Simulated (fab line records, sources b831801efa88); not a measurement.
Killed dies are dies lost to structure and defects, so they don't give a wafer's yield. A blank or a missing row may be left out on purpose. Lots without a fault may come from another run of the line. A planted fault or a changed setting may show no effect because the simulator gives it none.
fab line records | flow sky130
record lots=13 wafers=39 last_day=50
route steps=708 shown GATE_OXIDE@196 METAL1@437 VIA1@459
lots that met no fault: from a run of the same line without faults
start_h: hours from the record's first day to the start of the lot's first wafer shown | wait_h: hours since the lot's step before | " the same as in the row above | L1.1+2: a row that stands for several wafers | - no value, or no start given | * or withheld: withheld | < > ~ a bound
route shown NAME@n: a module of which the file shows steps, and the number in the route of the first | usual: mean/standard deviation of fault-free wafers | same: alike in all rows | chamber/n: place in a boat | sites: the reading at each site | _std_site: their standard deviation | _edge_site: outer sites' mean less inner sites' | radius_mm: how far each site lies from the wafer's centre | mask NAME#n: copy n | behind: the tool/chamber that last shaped the wafer | hold: why the lot was held/for how many hours/how that ended | device: the transistor (n, p or np) that didn't switch | end of line: the same wafers' tests at the end of the route | a step without rows: its recipe alone | killed: dies lost to structure and defects at the first sort, not the wafer's yield | map: a wafer's dies, x killed, . not, _ none there
set.NAME: the setting as run; set.NAME@STEP: as run at that earlier step | model.NAME: the simulator's own value behind a step, which no gauge read
steps of the route over a sample of lots; a table a step, a row a wafer
services: from which hour (start_h, from the record's first day; less than 0 if before it) a tool's chamber was out of use, for how many hours, and why
## steps
# step SKY_GATE_OXIDE_DEVELOP_09
# recipe resist=NOVOLAK developer=TMAH develop_time_s=60 dev_temp_c=23
# usual chill_plate_temp_C=23.02/0.11 developer_temp_C=23.05/0.097 exhaust_pa=45.0/0.95
# columns lot.wafer tool chamber start_h wait_h chill_plate_temp_C developer_temp_C exhaust_pa
L257.1 litho_track-01 0 313.18 0.1 23.09 23.02 44.7
L257.3 " 0 " " 23.06 22.93 45.1
L257.6 " 0 " " 22.97 22.94 45.7
L258.2 litho_track-03 0 319.90 0.1 22.98 23.12 44.8
L258.5 " 0 " " 23.00 22.92 44.8
L258.6 " 0 " " 22.92 23.01 44.2
L259.2 litho_track-04 0 323.12 0.1 23.04 23.16 44.1
L259.4 " 0 " " 23.05 23.14 44.6
L259.5 " 0 " " 22.90 23.15 44.4
L260.1 litho_track-04 0 329.89 0.1 23.12 23.05 45.9
L260.4 " 0 " " 23.24 22.93 46.5
L260.5 " 0 " " 23.11 23.10 46.2
L262.4 litho_track-03 0 350.35 0.1 23.00 23.05 45.0
L262.5 " 0 " " 22.89 23.04 45.3
L262.6 " 0 " " 23.05 23.10 43.3
L265.2 litho_track-01 0 375.81 0.1 22.89 23.02 43.8
L265.5 " 0 " " 22.91 23.08 45.0
L265.6 " 0 " " 23.05 23.19 44.3
L266.1 litho_track-03 0 385.93 0.1 23.03 23.05 44.5
L266.2 " 0 " " 23.14 22.94 45.6
L266.6 " 0 " " 23.19 22.97 44.5
L267.2 litho_track-03 0 394.45 0.1 22.94 23.06 44.8
L267.5 " 0 " " 22.89 23.18 44.8
L267.6 " 0 " " 22.91 23.03 44.6
L268.4 litho_track-04 0 403.87 0.1 23.08 22.97 47.1
L268.5 " 0 " " 23.10 22.99 44.6
L268.6 " 0 " " 23.18 22.85 45.3
L272.1 litho_track-04 0 433.64 0.1 23.30 21.96 44.3
L272.5 " 0 " " 23.02 22.10 44.7
L272.6 " 0 " " 23.00 22.08 44.6
L273.2 litho_track-04 0 445.57 0.1 22.96 22.12 47.4
L273.3 " 0 " " 22.99 22.05 45.5
L273.4 " 0 " " 22.89 22.07 46.7
L277.3 litho_track-03 0 485.93 0.1 22.84 23.11 44.9
L277.4 " 0 " " 22.67 23.14 46.9
L277.6 " 0 " " 22.90 23.14 45.2
L280.3 litho_track-04 0 529.39 0.1 22.97 22.94 44.0
L280.5 " 0 " " 23.15 23.09 44.7
L280.6 " 0 " " 23.12 23.01 45.6
# step SKY_METAL1_SPUTTER_03
# recipe material=Ti target_thk_nm=5 power_w=3000 time_s=3.3 chamber_pressure_pa=0.4
# usual throttle_valve_pct=29.9/1
# columns lot.wafer tool chamber start_h wait_h throttle_valve_pct
L257.1 pvd_sputter-04 - 752.44 0.0 29.6
L257.3 " - " " 30.5
L257.6 " - " " 31.0
L258.2 pvd_sputter-02 - 753.21 0.0 29.9
L258.5 " - " " 30.2
L258.6 " - " " 28.4
L259.2 pvd_sputter-04 - 753.61 0.0 30.9
L259.4 " - " " 29.5
L259.5 " - " " 28.7
L260.1 pvd_sputter-02 - 756.65 0.0 29.3
L260.4 " - " " 29.4
L260.5 " - " " 29.5
L262.4 pvd_sputter-02 - 776.69 0.0 29.7
L262.5 " - " " 29.8
L262.6 " - " " 29.4
L265.2 pvd_sputter-04 - 802.02 0.0 30.8
L265.5 " - " " 29.9
L265.6 " - " " 31.8
L266.1 pvd_sputter-01 - 808.49 0.0 29.9
L266.2 " - " " 29.5
L266.6 " - " " 29.8
L267.2 pvd_sputter-01 - 816.54 0.0 29.4
L267.5 " - " " 29.5
L267.6 " - " " 29.9
L268.4 pvd_sputter-04 - 821.28 0.0 30.8
L268.5 " - " " 30.7
L268.6 " - " " 29.7
L272.1 pvd_sputter-04 - 849.15 0.0 30.4
L272.5 " - " " 30.9
L272.6 " - " " 30.0
L273.2 pvd_sputter-04 - 858.76 0.0 29.6
L273.3 " - " " 30.5
L273.4 " - " " 31.7
L277.3 pvd_sputter-04 - 895.41 0.0 31.7
L277.4 " - " " 28.8
L277.6 " - " " 31.7
L280.3 pvd_sputter-04 - 927.38 0.0 30.8
L280.5 " - " " 29.6
L280.6 " - " " 31.8
# step SKY_VIA1_THK_MEAS_01
# recipe reads=SiO2_of_VIA1_HDPCVD_00
# usual VIA1_HDPCVD_THK=1030/11
# columns lot.wafer tool chamber start_h wait_h VIA1_HDPCVD_THK[nm]
L257.1 film_metro-04 - 780.50 0.1 1027
L257.3 " - " " 1017
L257.6 " - " " 1021
L258.2 film_metro-01 - 782.14 0.1 1037
L258.5 " - " " 1031
L258.6 " - " " 1030
L259.2 film_metro-03 - 782.50 0.1 1043
L259.4 " - " " 1011
L259.5 " - " " 1024
L260.1 film_metro-03 - 785.18 0.1 1032
L260.4 " - " " 1014
L260.5 " - " " 1027
L262.4 film_metro-03 - 804.66 0.0 1030
L262.5 " - " " 1021
L262.6 " - " " 1030
L265.2 film_metro-03 - 828.40 0.1 1039
L265.5 " - " " 1032
L265.6 " - " " 1019
L266.1 film_metro-04 - 834.64 0.1 1029
L266.2 " - " " 1023
L266.6 " - " " 1030
L267.2 film_metro-04 - 843.18 0.1 1046
L267.5 " - " " 1035
L267.6 " - " " 1037
L268.4 film_metro-03 - 848.20 0.0 1031
L268.5 " - " " 1027
L268.6 " - " " 1010
L272.1 film_metro-03 - 875.79 0.1 1041
L272.5 " - " " 1034
L272.6 " - " " 1026
L273.2 film_metro-03 - 885.85 0.1 1025
L273.3 " - " " 1037
L273.4 " - " " 1041
L277.3 film_metro-03 - 921.62 0.1 1027
L277.4 " - " " 1034
L277.6 " - " " 1035
L280.3 film_metro-03 - 953.00 0.1 1033
L280.5 " - " " 1046
L280.6 " - " " 1036
# step SKY_VIA1_SOFTBAKE_08
# recipe temp_c=100 time_s=91.5 resist=KrF-thick
# usual chill_plate_temp_C=23.00/0.12 exhaust_pa=45.3/0.91 plate_sensor_t_centre_C=100.88/0.01 plate_sensor_t_edge_C=100.95/0.0099
# columns lot.wafer tool chamber start_h wait_h chill_plate_temp_C exhaust_pa plate_sensor_t_centre_C plate_sensor_t_edge_C
L257.1 litho_track-01 0 - - 22.78 45.8 100.9 100.95
L257.3 " 0 " " 22.89 45.1 100.89 100.96
L257.6 " 0 " " 22.76 46.3 100.87 100.96
L258.2 litho_track-03 0 - - 22.93 46.1 100.88 100.94
L258.5 " 0 " " 22.92 43.9 100.89 100.94
L258.6 " 0 " " 22.91 44.0 100.88 100.95
L259.2 litho_track-01 0 - - 22.99 45.5 100.87 100.96
L259.4 " 0 " " 23.12 46.2 100.88 100.95
L259.5 " 0 " " 23.06 44.8 100.88 100.96
L260.1 litho_track-04 0 - - 23.00 46.1 100.88 100.95
L260.4 " 0 " " 22.97 46.1 100.88 100.95
L260.5 " 0 " " 23.00 46.0 100.87 100.97
L262.4 litho_track-01 0 - - 23.31 45.6 100.88 100.95
L262.5 " 0 " " 23.30 45.8 100.87 100.95
L262.6 " 0 " " 23.16 46.1 100.88 100.95
L265.2 litho_track-04 0 - - 23.09 45.6 100.9 100.95
L265.5 " 0 " " 23.17 44.2 100.88 100.96
L265.6 " 0 " " 23.06 46.2 100.86 100.93
L266.1 litho_track-04 0 - - 23.02 44.8 100.89 100.95
L266.2 " 0 " " 23.02 45.0 100.87 100.96
L266.6 " 0 " " 22.99 45.3 100.89 100.95
L267.2 litho_track-04 0 - - 22.82 46.4 100.88 100.96
L267.5 " 0 " " 22.76 46.4 100.88 100.96
L267.6 " 0 " " 22.83 46.4 100.89 100.97
L268.4 litho_track-03 0 - - 22.99 44.5 100.9 100.94
L268.5 " 0 " " 23.34 44.2 100.88 100.95
L268.6 " 0 " " 23.21 45.0 100.87 100.96
L272.1 litho_track-04 0 - - 22.98 44.9 100.88 100.95
L272.5 " 0 " " 22.94 46.3 100.88 100.97
L272.6 " 0 " " 23.00 45.8 100.89 100.97
L273.2 litho_track-01 0 - - 22.94 45.4 100.88 100.96
L273.3 " 0 " " 22.98 44.9 100.87 100.94
L273.4 " 0 " " 22.94 43.9 100.85 100.95
L277.3 litho_track-03 0 - - 22.91 44.5 100.88 100.94
L277.4 " 0 " " 22.92 45.4 100.88 100.94
L277.6 " 0 " " 22.98 44.9 100.88 100.96
L280.3 litho_track-03 0 - - 22.98 45.5 100.87 100.96
L280.5 " 0 " " 23.00 43.1 100.89 100.96
L280.6 " 0 " " 22.95 42.4 100.89 100.97
## services
# columns tool chamber start_h hours kind
pvd_sputter-01 - 333.91 2.5 repair
pvd_sputter-02 - 373.73 3.7 repair
pvd_sputter-01 - 410.48 1.1 repair
litho_track-04 - 473.25 - consumable_replace:filter
pvd_sputter-01 - 473.43 11.2 repair
pvd_sputter-02 - 486.36 1.2 repair
pvd_sputter-01 - 504.24 1.0 repair
pvd_sputter-01 - 530.36 3.9 repair
pvd_sputter-04 - 548.90 4.6 repair
pvd_sputter-04 - 611.12 3.5 repair
pvd_sputter-04 - 629.63 1.0 repair
pvd_sputter-02 - 689.40 2.7 repair
pvd_sputter-01 - 699.26 4.7 repair
pvd_sputter-01 - 821.11 7.9 repair
litho_track-04 - 888.00 - consumable_replace:filter
## key
first_sign step=SKY_GATE_OXIDE_DEVELOP_09 reading=developer_temp_C direction=down sigmas=10 usual=* struck=*
effect none on later readings
met_at SKY_GATE_OXIDE_DEVELOP_09
struck_lots L272,L273
tester_left_out L272,L273
not_acting_at SKY_METAL1_SPUTTER_03,SKY_VIA1_THK_MEAS_01,SKY_VIA1_SOFTBAKE_08
onset_between 403.87 433.64
fault kind=process_parameter_drift tool=litho_track-04 chamber=- onset_h=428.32 steps=SKY_GATE_OXIDE_DEVELOP_09 channel=dev_temp_c offset=* shape=step end_h=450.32 acts_in=* stated=*
# tester_left_out: of these lots the tester's yield and bins aren't shown, on N5 and GAA mostly nor the transistor test; their killed dies are dies lost to structure and defects alone, not to doping, threshold or leakage, so they don't give the yield
